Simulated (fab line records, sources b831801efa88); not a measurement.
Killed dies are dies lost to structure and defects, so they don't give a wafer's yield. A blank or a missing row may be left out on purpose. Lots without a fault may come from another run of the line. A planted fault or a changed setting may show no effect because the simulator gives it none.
fab line records | flow sky130
record lots=13 wafers=39 last_day=50
route steps=708 shown NWELL@77 SPACER@305 LI_CONTACT@382 CONTACT@432
lots that met no fault: from a run of the same line without faults
start_h: hours from the record's first day to the start of the lot's first wafer shown | wait_h: hours since the lot's step before | " the same as in the row above | L1.1+2: a row that stands for several wafers | - no value, or no start given | * or withheld: withheld | < > ~ a bound
route shown NAME@n: a module of which the file shows steps, and the number in the route of the first | usual: mean/standard deviation of fault-free wafers | same: alike in all rows | chamber/n: place in a boat | sites: the reading at each site | _std_site: their standard deviation | _edge_site: outer sites' mean less inner sites' | radius_mm: how far each site lies from the wafer's centre | mask NAME#n: copy n | behind: the tool/chamber that last shaped the wafer | hold: why the lot was held/for how many hours/how that ended | device: the transistor (n, p or np) that didn't switch | end of line: the same wafers' tests at the end of the route | a step without rows: its recipe alone | killed: dies lost to structure and defects at the first sort, not the wafer's yield | map: a wafer's dies, x killed, . not, _ none there
set.NAME: the setting as run; set.NAME@STEP: as run at that earlier step | model.NAME: the simulator's own value behind a step, which no gauge read
steps of the route over a sample of lots; a table a step, a row a wafer
services: from which hour (start_h, from the record's first day; less than 0 if before it) a tool's chamber was out of use, for how many hours, and why
## steps
# step SKY_NWELL_IMPLANT_24
# recipe species=B energy_kev=140 dose_cm2=9.2e+12 tilt_deg=withheld
# usual beam_energy_keV=139.99/0.047
# columns lot.wafer tool chamber start_h wait_h beam_energy_keV
L810.1 implanter-03 0 103.06 0.0 139.99
L810.2 " 0 " " 139.99
L810.4 " 0 " " 140.00
L811.1 implanter-03 0 118.41 0.0 139.98
L811.4 " 0 " " 140.04
L811.5 " 0 " " 140.00
L812.1 implanter-03 0 122.66 0.0 140.02
L812.2 " 0 " " 140.02
L812.4 " 0 " " 139.91
L815.1 implanter-01 0 135.49 0.0 139.95
L815.3 " 0 " " 139.99
L815.4 " 0 " " 139.96
L814.3 implanter-04 0 137.06 0.1 140.00
L814.4 " 0 " " 139.97
L814.5 " 0 " " 139.96
L816.2 implanter-04 0 142.88 0.0 139.86
L816.3 " 0 " " 139.95
L816.6 " 0 " " 139.95
L817.3 implanter-04 0 150.61 0.1 140.07
L817.4 " 0 " " 140.07
L817.5 " 0 " " 140.08
L818.2 implanter-03 0 150.94 0.0 140.04
L818.3 " 0 " " 140.04
L818.6 " 0 " " 140.04
L824.3 implanter-03 0 199.69 0.1 101.86
L824.4 " 0 " " 101.85
L824.6 " 0 " " 101.86
L825.1 implanter-03 0 214.71 0.0 101.82
L825.3 " 0 " " 101.90
L825.4 " 0 " " 101.93
L827.1 implanter-04 0 227.16 0.0 140.01
L827.4 " 0 " " 140.01
L827.6 " 0 " " 140.01
L830.2 implanter-04 0 238.04 0.0 140.00
L830.4 " 0 " " 140.00
L830.6 " 0 " " 140.05
L832.1 implanter-01 0 244.99 0.0 140.08
L832.2 " 0 " " 140.04
L832.5 " 0 " " 140.08
# step SKY_NWELL_TW_MEAS_26
# usual NWELL_2_TW=496/3.9
# columns lot.wafer tool chamber start_h wait_h NWELL_2_TW
L810.1 film_metro-02 - 103.31 0.1 498
L810.2 " - " " 495
L810.4 " - " " 498
L811.1 film_metro-02 - 118.66 0.1 493
L811.4 " - " " 492
L811.5 " - " " 495
L812.1 film_metro-03 - 122.91 0.1 499
L812.2 " - " " 501
L812.4 " - " " 500
L815.1 film_metro-04 - 135.74 0.1 499
L815.3 " - " " 499
L815.4 " - " " 498
L814.3 film_metro-03 - 137.28 0.1 501
L814.4 " - " " 498
L814.5 " - " " 500
L816.2 film_metro-02 - 143.12 0.1 491
L816.3 " - " " 488
L816.6 " - " " 488
L817.3 film_metro-04 - 150.83 0.1 502
L817.4 " - " " 497
L817.5 " - " " 496
L818.2 film_metro-04 - 151.17 0.1 501
L818.3 " - " " 500
L818.6 " - " " 497
L824.3 film_metro-02 - 199.91 0.1 479
L824.4 " - " " 479
L824.6 " - " " 480
L825.1 film_metro-03 - 214.96 0.1 492
L825.3 " - " " 486
L825.4 " - " " 488
L827.1 film_metro-02 - 227.41 0.1 491
L827.4 " - " " 492
L827.6 " - " " 493
L830.2 film_metro-03 - 238.27 0.1 502
L830.4 " - " " 500
L830.6 " - " " 500
L832.1 film_metro-02 - 245.24 0.1 493
L832.2 " - " " 494
L832.5 " - " " 491
# step SKY_SPACER_THK_MEAS_01
# recipe reads=Si3N4_of_SPACER_CVD_00
# usual SPACER_CVD_00_THK=43.2/0.46
# columns lot.wafer tool chamber start_h wait_h SPACER_CVD_00_THK[nm]
L810.1 film_metro-04 - 523.23 0.0 44.3
L810.2 " - " " 44.0
L810.4 " - " " 43.9
L811.1 film_metro-03 - 546.46 0.0 43.9
L811.4 " - " " 44.4
L811.5 " - " " 43.7
L812.1 film_metro-03 - 553.40 0.0 43.1
L812.2 " - " " 43.1
L812.4 " - " " 43.7
L815.1 film_metro-02 - 573.50 0.0 43.0
L815.3 " - " " 43.0
L815.4 " - " " 42.9
L814.3 film_metro-03 - 578.36 0.0 43.4
L814.4 " - " " 43.7
L814.5 " - " " 43.0
L816.2 film_metro-02 - 590.82 0.0 43.2
L816.3 " - " " 43.4
L816.6 " - " " 43.1
L817.3 film_metro-02 - 603.47 0.1 42.8
L817.4 " - " " 42.7
L817.5 " - " " 42.5
L818.2 film_metro-04 - 604.71 0.0 43.2
L818.3 " - " " 43.3
L818.6 " - " " 43.0
L824.3 film_metro-02 - 671.56 0.0 43.1
L824.4 " - " " 43.0
L824.6 " - " " 43.0
L825.1 film_metro-04 - 688.20 0.0 43.2
L825.3 " - " " 43.0
L825.4 " - " " 43.3
L827.1 film_metro-03 - 706.75 0.0 43.2
L827.4 " - " " 43.2
L827.6 " - " " 42.8
L830.2 film_metro-04 - 720.84 0.0 43.1
L830.4 " - " " 42.8
L830.6 " - " " 43.0
L832.1 film_metro-03 - 726.17 0.0 43.5
L832.2 " - " " 43.5
L832.5 " - " " 43.3
# step SKY_LI_CONTACT_SPUTTER_20
# recipe material=TiN target_thk_nm=20 chamber_pressure_pa=5 power_w=4000 time_s=80
# usual chamber_pressure_pa=4.999/0.01 throttle_valve_pct=29.7/1.1
# columns lot.wafer tool chamber start_h wait_h chamber_pressure_pa throttle_valve_pct
L810.1 pvd_sputter-03 - 675.85 0.0 5.007 29.1
L810.2 " - " " 5.007 28.5
L810.4 " - " " 5.002 28.9
L811.1 pvd_sputter-03 - 696.93 0.0 4.996 28.3
L811.4 " - " " 5.002 29.4
L811.5 " - " " 5.008 29.1
L812.1 pvd_sputter-03 - 703.19 0.0 5.009 29.3
L812.2 " - " " 4.995 28.7
L812.4 " - " " 4.995 28.9
L815.1 pvd_sputter-02 - 723.28 0.0 4.982 31.1
L815.3 " - " " 4.992 28.7
L815.4 " - " " 4.999 30.9
L814.3 pvd_sputter-01 - 726.41 0.0 4.991 30.0
L814.4 " - " " 5.014 31.0
L814.5 " - " " 5.020 28.4
L816.2 pvd_sputter-01 - 738.63 0.0 5.008 31.0
L816.3 " - " " 4.999 28.5
L816.6 " - " " 4.993 29.8
L817.3 pvd_sputter-03 - 749.63 0.0 5.005 29.2
L817.4 " - " " 5.003 29.1
L817.5 " - " " 4.998 29.1
L818.2 pvd_sputter-03 - 750.95 0.0 5.006 31.5
L818.3 " - " " 5.008 28.9
L818.6 " - " " 5.000 28.4
L824.3 pvd_sputter-01 - 811.56 0.0 5.002 28.8
L824.4 " - " " 5.009 29.5
L824.6 " - " " 4.995 31.0
L825.1 pvd_sputter-03 - 825.80 0.0 5.014 31.8
L825.3 " - " " 4.976 29.2
L825.4 " - " " 5.008 28.8
L827.1 pvd_sputter-01 - 843.99 0.0 4.996 31.0
L827.4 " - " " 5.005 30.1
L827.6 " - " " 4.990 29.4
L830.2 pvd_sputter-03 - 858.01 0.0 4.988 28.4
L830.4 " - " " 4.969 29.2
L830.6 " - " " 4.988 28.9
L832.1 pvd_sputter-03 - 861.83 0.0 4.994 28.6
L832.2 " - " " 5.008 29.0
L832.5 " - " " 5.017 29.1
# step SKY_CONTACT_THK_MEAS_26
# recipe thk_meas_gauge=xrf reads=W_of_CONTACT_CVD_24
# usual CONTACT_W_THK=330/4.6
# columns lot.wafer tool chamber start_h wait_h CONTACT_W_THK[nm]
L810.1 film_metro-03 - 735.19 0.1 331
L810.2 " - " " 329
L810.4 " - " " 330
L811.1 film_metro-03 - 756.49 0.1 323
L811.4 " - " " 324
L811.5 " - " " 326
L812.1 film_metro-01 - 762.12 0.1 330
L812.2 " - " " 324
L812.4 " - " " 326
L815.1 film_metro-02 - 781.72 0.1 340
L815.3 " - " " 336
L815.4 " - " " 338
L814.3 film_metro-02 - 784.88 0.1 337
L814.4 " - " " 334
L814.5 " - " " 343
L816.2 film_metro-02 - 796.46 0.1 337
L816.3 " - " " 333
L816.6 " - " " 333
L817.3 film_metro-01 - 806.83 0.1 333
L817.4 " - " " 328
L817.5 " - " " 326
L818.2 film_metro-01 - 807.76 0.1 326
L818.3 " - " " 326
L818.6 " - " " 325
L824.3 film_metro-01 - 867.86 0.1 328
L824.4 " - " " 329
L824.6 " - " " 326
L825.1 film_metro-03 - 881.80 0.1 327
L825.3 " - " " 332
L825.4 " - " " 328
L827.1 film_metro-03 - 900.42 0.1 333
L827.4 " - " " 328
L827.6 " - " " 330
L830.2 film_metro-03 - 913.62 0.1 327
L830.4 " - " " 326
L830.6 " - " " 326
L832.1 film_metro-03 - 916.83 0.1 327
L832.2 " - " " 328
L832.5 " - " " 331
## services
# columns tool chamber start_h hours kind
implanter-03 - 123.27 5.1 repair
implanter-03 - 141.47 2.1 repair
implanter-04 - 174.49 5.6 pm
implanter-04 - 182.99 5.7 repair
implanter-04 - 185.94 1.0 repair
implanter-04 - 190.07 1.7 repair
pvd_sputter-03 - 193.17 1.8 repair
implanter-04 - 208.75 2.8 repair
implanter-04 - 215.03 2.5 repair
implanter-04 - 228.86 5.2 repair
pvd_sputter-03 - 257.24 4.4 repair
implanter-03 - 257.49 1.1 repair
implanter-03 - 260.82 3.6 repair
implanter-03 - 330.43 5.0 pm
implanter-03 - 349.19 4.9 pm
pvd_sputter-03 - 384.65 3.2 repair
pvd_sputter-03 - 477.61 11.4 repair
implanter-03 - 529.39 4.4 repair
implanter-03 - 557.31 3.7 repair
implanter-03 - 624.95 20.4 repair
pvd_sputter-03 - 680.12 0.6 repair
implanter-03 - 683.75 0.6 repair
pvd_sputter-03 - 716.17 9.4 repair
implanter-03 - 839.17 4.1 pm
## key
first_sign step=SKY_NWELL_IMPLANT_24 reading=beam_energy_keV direction=down sigmas=99+ usual=* struck=*
effect step=SKY_NWELL_TW_MEAS_26 reading=NWELL_2_TW direction=down sigmas=3.2 usual=496 struck=484
met_at SKY_NWELL_IMPLANT_24
struck_lots L824,L825
tester_left_out L824,L825
not_acting_at SKY_SPACER_THK_MEAS_01,SKY_LI_CONTACT_SPUTTER_20,SKY_CONTACT_THK_MEAS_26
onset_between 150.94 199.69
fault kind=process_parameter_drift tool=implanter-03 chamber=- onset_h=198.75 steps=SKY_NWELL_IMPLANT_24 channel=energy_kev offset=* shape=step end_h=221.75 acts_in=* stated=*
# tester_left_out: of these lots the tester's yield and bins aren't shown, on N5 and GAA mostly nor the transistor test; their killed dies are dies lost to structure and defects alone, not to doping, threshold or leakage, so they don't give the yield
